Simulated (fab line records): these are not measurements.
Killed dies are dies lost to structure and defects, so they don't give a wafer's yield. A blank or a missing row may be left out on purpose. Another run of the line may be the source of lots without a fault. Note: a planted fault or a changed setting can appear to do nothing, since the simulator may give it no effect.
Which of the tools did it? / flow sky130 / 18 wafers from 6 lots sampled at 2 of the route's 708 steps

== WHAT EACH GAUGE READ, for each wafer ==
SKY_VIA2_BOW_MEAS_03.
lot=L801; measured=day 36 02:59; on=film metro-04; VIA2_BOW (um)=96 106 81
lot=L807; measured=day 37 22:54; on=film metro-04; VIA2_BOW (um)=89 104 89
lot=L808; measured=day 38 11:16; on=film metro-04; VIA2_BOW (um)=86 88 74
lot=L810; measured=day 38 21:41; on=film metro-04; VIA2_BOW (um)=111 98 85
lot=L813; measured=day 39 22:07; on=film metro-02; VIA2_BOW (um)=76 84 90
lot=L820; measured=day 42 00:23; on=film metro-04; VIA2_BOW (um)=89 90 91

== EACH LOT AND THE TOOL THAT RAN IT (in order: tool; ch and the chambers of the sampled wafers; start) ==
lot=L801; SKY_METAL2_SPUTTER_02=pvd sputter-02, day 34 22:39
lot=L807; SKY_METAL2_SPUTTER_02=pvd sputter-03, day 36 19:55
lot=L808; SKY_METAL2_SPUTTER_02=pvd sputter-04, day 37 07:41
lot=L810; SKY_METAL2_SPUTTER_02=pvd sputter-03, day 37 18:22
lot=L813; SKY_METAL2_SPUTTER_02=pvd sputter-04, day 38 20:03
lot=L820; SKY_METAL2_SPUTTER_02=pvd sputter-04, day 40 22:36
- SKY_METAL2_SPUTTER_02: material AlCu, target thk 250 nm, time 13.3 s.

== THE ANSWER, worked out from the rows above alone ==
Rule: what is usual is taken from the lots themselves. Put in order of their means at a reading, lots are off if they are a third of the lots or fewer, leave a main group of 4 or more, and stand apart from it by a gap of 3 or more times the standard deviation of the main group's means; of several such gaps the widest counts. A main group whose means are all the same, to the digits that the tables above print for the reading, isn't used. A lot without any number at a reading at which 4 lots or more have one is off too. Any other lot the step has rows for is counted as sound.
Across all readings shown, no lot is off: no conclusion can be drawn from this.

== WHAT THE SIMULATOR HAD INSERTED ==
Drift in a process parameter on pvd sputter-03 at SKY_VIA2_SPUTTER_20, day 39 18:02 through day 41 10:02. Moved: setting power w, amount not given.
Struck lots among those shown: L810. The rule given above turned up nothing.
